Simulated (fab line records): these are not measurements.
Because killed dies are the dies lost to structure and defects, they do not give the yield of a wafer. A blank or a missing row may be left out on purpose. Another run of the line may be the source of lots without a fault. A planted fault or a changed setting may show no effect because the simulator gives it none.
Matching of chambers || flow gf180mcu || GF_V5_CVD_02 on pecvd-04 has 3 sister chambers
The step deposits SiO2 from TEOS, target thk 1450 nm, time 163.28 s. 6 wafers are shown with their chamber, then 7 later ones without.

== WAFERS PAIRED WITH THEIR CHAMBERS ==
{"wafer": "L085.4", "chamber": 1, "heater_power_w (W)": 854}
{"wafer": "L089.1", "chamber": 2, "heater_power_w (W)": 708}
{"wafer": "L089.5", "chamber": 1, "heater_power_w (W)": 844}
{"wafer": "L089.6", "chamber": 0, "heater_power_w (W)": 595}
{"wafer": "L091.4", "chamber": 0, "heater_power_w (W)": 724}
{"wafer": "L091.5", "chamber": 2, "heater_power_w (W)": 594}

== WAFERS WHOSE CHAMBER IS MISSING ==
{"wafer": "L091.6", "heater_power_w (W)": 666}
{"wafer": "L093.2", "heater_power_w (W)": 707}
{"wafer": "L093.5", "heater_power_w (W)": 755}
{"wafer": "L093.6", "heater_power_w (W)": 674}
{"wafer": "L097.2", "heater_power_w (W)": 724}
{"wafer": "L097.3", "heater_power_w (W)": 674}
{"wafer": "L097.6", "heater_power_w (W)": 592}

== WHICH CHAMBER EACH WENT THROUGH ==
{"wafer": "L091.6", "from the rows above": "can't be placed: 0 or 2", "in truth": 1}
{"wafer": "L093.2", "from the rows above": "can't be placed: 0 or 2 or 1", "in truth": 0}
{"wafer": "L093.5", "from the rows above": "can't be placed: 1 or 0 or 2", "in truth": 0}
{"wafer": "L093.6", "from the rows above": "can't be placed: 0 or 2", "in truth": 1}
{"wafer": "L097.2", "from the rows above": "can't be placed: 0 or 2 or 1", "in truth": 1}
{"wafer": "L097.3", "from the rows above": "can't be placed: 0 or 2", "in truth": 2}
{"wafer": "L097.6", "from the rows above": "can't be placed: 2 or 0", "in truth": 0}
Correctly placed: 0 of 7. Can't be placed from these rows: 7 (the true chamber is among the candidates in 5). Placed wrongly: 0.
How it was worked out, from the rows above alone: a wafer's distance from a chamber is the root of the sum, over the readings, of the square of ((its reading less the chamber's mean) divided by the reading's scatter). The wafer belongs to the nearest chamber; if the next one is less than 2 further off, it can't be placed. For every chamber, the mean is computed from those of its wafers that are shown. The scatter: the root of (the sum of the squares of (reading less its chamber's mean) over the shown wafers, divided by (wafers less chambers)).
